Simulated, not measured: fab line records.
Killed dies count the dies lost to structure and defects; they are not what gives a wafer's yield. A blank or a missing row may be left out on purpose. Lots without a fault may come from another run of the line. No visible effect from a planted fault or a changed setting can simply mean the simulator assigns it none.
Matching of chambers ; flow sky130 ; pecvd-01 running SKY_CAPM_CVD_00: 3 sister chambers
The step deposits SiO2, target thk 15.5 nm. 3 wafers are shown with their chamber, then 7 later ones without.

WAFERS WITH THEIR CHAMBER
wafer;chamber;heater_power_w (W)
L084.6;2;650
L086.4;0;943
L086.5;1;873

WAFERS MISSING THEIR CHAMBER
wafer;heater_power_w (W)
L086.6;778
L091.1;715
L091.2;785
L091.4;795
L093.2;768
L093.3;748
L093.5;780

CHAMBER TAKEN BY EACH
wafer;from the rows above;in truth
L086.6;can't be placed: 1 or 2 or 0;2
L091.1;can't be placed: 2 or 1 or 0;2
L091.2;can't be placed: 1 or 2 or 0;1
L091.4;can't be placed: 1 or 2 or 0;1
L093.2;can't be placed: 1 or 2 or 0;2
L093.3;can't be placed: 2 or 1 or 0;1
L093.5;can't be placed: 1 or 2 or 0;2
Correctly placed: 0 of 7. These rows do not allow placing 7 (true chamber among the candidates in 7). 0 placed wrongly.
How it was worked out, from the rows above alone: a wafer's distance from a chamber is the root of the sum, over the readings, of the square of ((its reading less the chamber's mean) divided by the reading's scatter). If the next closest chamber is less than 2 further off than the closest, the wafer can't be placed; otherwise it belongs to the closest. For every chamber, the mean is computed from those of its wafers that are shown. The scatter: root of mean squared gap, hidden wafer to nearest shown wafer, with one shown wafer a chamber.
